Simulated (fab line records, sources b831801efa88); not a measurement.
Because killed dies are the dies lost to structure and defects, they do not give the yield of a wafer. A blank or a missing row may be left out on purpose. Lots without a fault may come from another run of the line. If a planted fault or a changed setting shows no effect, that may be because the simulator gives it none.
Which tool is to blame? :: flow gf180mcu :: 13 lots with 39 wafers sampled at 3 steps, on a route of 602 steps

## WHAT THE GAUGES SHOWED, per wafer
GF_V1_BOW_MEAS_05.
lot: L661
measured: day 18 00:40
on: film-metro-02
V1_BOW (um): 84 85 82

lot: L662
measured: day 18 07:28
on: film-metro-02
V1_BOW (um): 98 90 91

lot: L663
measured: day 18 17:10
on: film-metro-04
V1_BOW (um): 76 78 79

lot: L664
measured: day 19 04:20
on: film-metro-04
V1_BOW (um): 79 76 78

lot: L665
measured: day 19 20:39
on: film-metro-02
V1_BOW (um): 82 69 71

lot: L671
measured: day 21 13:40
on: film-metro-02
V1_BOW (um): 79 81 86

lot: L672
measured: day 21 21:31
on: film-metro-01
V1_BOW (um): 93 85 84

lot: L675
measured: day 22 22:52
on: film-metro-02
V1_BOW (um): 80 71 77

lot: L679
measured: day 24 05:51
on: film-metro-04
V1_BOW (um): 82 87 82

lot: L680
measured: day 24 13:53
on: film-metro-01
V1_BOW (um): 76 96 86

lot: L681
measured: day 25 01:07
on: film-metro-02
V1_BOW (um): 92 88 89

lot: L682
measured: day 25 04:46
on: film-metro-04
V1_BOW (um): 81 78 85

lot: L683
measured: day 25 12:55
on: film-metro-04
V1_BOW (um): 77 68 67

GF_V1_CD_MEAS_14 targets a cd of 260 nm.
lot: L661
measured: day 19 00:16
on: cd-sem-02
cd-nm (nm): 259.6 259.9 259.9

lot: L662
measured: day 19 08:08
on: cd-sem-01
cd-nm (nm): 260.6 260.6 262.3

lot: L663
measured: day 19 18:05
on: cd-sem-02
cd-nm (nm): 260.8 261.5 259.5

lot: L664
measured: day 20 05:04
on: cd-sem-01
cd-nm (nm): 260.1 259.1 260.7

lot: L665
measured: day 20 21:48
on: cd-sem-01
cd-nm (nm): 258.4 258.6 258.9

lot: L671
measured: day 22 13:26
on: cd-sem-01
cd-nm (nm): 259.3 260.1 259.3

lot: L672
measured: day 22 20:56
on: cd-sem-02
cd-nm (nm): 259.3 260.1 259.1

lot: L675
measured: day 23 21:58
on: cd-sem-02
cd-nm (nm): 261.0 261.0 259.7

lot: L679
measured: day 25 04:35
on: cd-sem-02
cd-nm (nm): 262.3 260.5 262.4

lot: L680
measured: day 25 11:46
on: cd-sem-02
cd-nm (nm): 260.2 258.3 260.7

lot: L681
measured: day 25 22:32
on: cd-sem-02
cd-nm (nm): 260.0 258.8 259.2

lot: L682
measured: day 26 02:27
on: cd-sem-01
cd-nm (nm): 260.5 260.7 261.0

lot: L683
measured: day 26 09:29
on: cd-sem-02
cd-nm (nm): 259.0 260.5 259.2

## EACH LOT AND THE TOOL THAT RAN IT (in order: tool; ch and the chambers of the sampled wafers; start)
lot: L661
GF_M1_SPUTTER_01: pvd-sputter-04, day 17 00:27

lot: L662
GF_M1_SPUTTER_01: pvd-sputter-01, day 17 06:14

lot: L663
GF_M1_SPUTTER_01: pvd-sputter-02, day 17 13:22

lot: L664
GF_M1_SPUTTER_01: pvd-sputter-04, day 18 02:51

lot: L665
GF_M1_SPUTTER_01: pvd-sputter-04, day 18 18:15

lot: L671
GF_M1_SPUTTER_01: pvd-sputter-01, day 20 11:59

lot: L672
GF_M1_SPUTTER_01: pvd-sputter-02, day 20 20:17

lot: L675
GF_M1_SPUTTER_01: pvd-sputter-02, day 21 21:44

lot: L679
GF_M1_SPUTTER_01: pvd-sputter-02, day 23 06:06

lot: L680
GF_M1_SPUTTER_01: pvd-sputter-04, day 23 14:22

lot: L681
GF_M1_SPUTTER_01: pvd-sputter-02, day 24 01:59

lot: L682
GF_M1_SPUTTER_01: pvd-sputter-04, day 24 04:59

lot: L683
GF_M1_SPUTTER_01: pvd-sputter-04, day 24 13:31
- GF_M1_SPUTTER_01: material TiN, target thk 30 nm, time 25 s.

## WHAT THE TOOLS THEMSELVES READ (means of the sampled wafers that have a number; where no wafer has one, the mark that the record gives instead)
GF_M1_SPUTTER_01.
lot: L661
tool: pvd-sputter-04
cathode-dc-power-W (W): 6499.4
chamber-pressure-pa (Pa): 0.4004
throttle-valve-pct (%): 28.6

lot: L662
tool: pvd-sputter-01
cathode-dc-power-W (W): 6499.4
chamber-pressure-pa (Pa): 0.4008
throttle-valve-pct (%): 30.1

lot: L663
tool: pvd-sputter-02
cathode-dc-power-W (W): 6499.9
chamber-pressure-pa (Pa): 0.3992
throttle-valve-pct (%): 29.9

lot: L664
tool: pvd-sputter-04
cathode-dc-power-W (W): 6499.6
chamber-pressure-pa (Pa): 0.3996
throttle-valve-pct (%): 28.9

lot: L665
tool: pvd-sputter-04
cathode-dc-power-W (W): 6499.7
chamber-pressure-pa (Pa): 0.4001
throttle-valve-pct (%): 28.7

lot: L671
tool: pvd-sputter-01
cathode-dc-power-W (W): 6499.4
chamber-pressure-pa (Pa): 0.4008
throttle-valve-pct (%): 30.2

lot: L672
tool: pvd-sputter-02
cathode-dc-power-W (W): 6499.5
chamber-pressure-pa (Pa): 0.3998
throttle-valve-pct (%): 29.3

lot: L675
tool: pvd-sputter-02
cathode-dc-power-W (W): 6499.5
chamber-pressure-pa (Pa): 0.3999
throttle-valve-pct (%): 29.0

lot: L679
tool: pvd-sputter-02
cathode-dc-power-W (W): 6500.5
chamber-pressure-pa (Pa): 0.4003
throttle-valve-pct (%): 28.8

lot: L680
tool: pvd-sputter-04
cathode-dc-power-W (W): 6500.6
chamber-pressure-pa (Pa): 0.3998
throttle-valve-pct (%): 29.7

lot: L681
tool: pvd-sputter-02
cathode-dc-power-W (W): 6500.2
chamber-pressure-pa (Pa): 0.3997
throttle-valve-pct (%): 29.3

lot: L682
tool: pvd-sputter-04
cathode-dc-power-W (W): 6499.6
chamber-pressure-pa (Pa): 0.3992
throttle-valve-pct (%): 28.9

lot: L683
tool: pvd-sputter-04
cathode-dc-power-W (W): 6500.1
chamber-pressure-pa (Pa): 0.4002
throttle-valve-pct (%): 29.4

## THE ANSWER, worked out from the rows above alone
Rule: what is usual is taken from the lots themselves. Put in order of their means at a reading, lots are off if they are a third of the lots or fewer, leave a main group of 4 or more, and stand apart from it by a gap of 3 or more times the standard deviation of the main group's means; of several such gaps the widest counts. Not used: any main group whose means are identical at the precision the tables above print for the reading. Also off: a lot with no number at a reading for which 4 or more lots have one. The other lots that the step has rows for count as sound. After the gauges, taken in route order, come the tools' own readings; for these a lot's mean is taken, as printed above. At the first step where some lot is off, the reading lying furthest off is the one used; lots without a number count as furthest.
No lot is off on any of the readings shown, so nothing can be concluded from this.

## WHAT THE SIMULATOR HAD PUT IN
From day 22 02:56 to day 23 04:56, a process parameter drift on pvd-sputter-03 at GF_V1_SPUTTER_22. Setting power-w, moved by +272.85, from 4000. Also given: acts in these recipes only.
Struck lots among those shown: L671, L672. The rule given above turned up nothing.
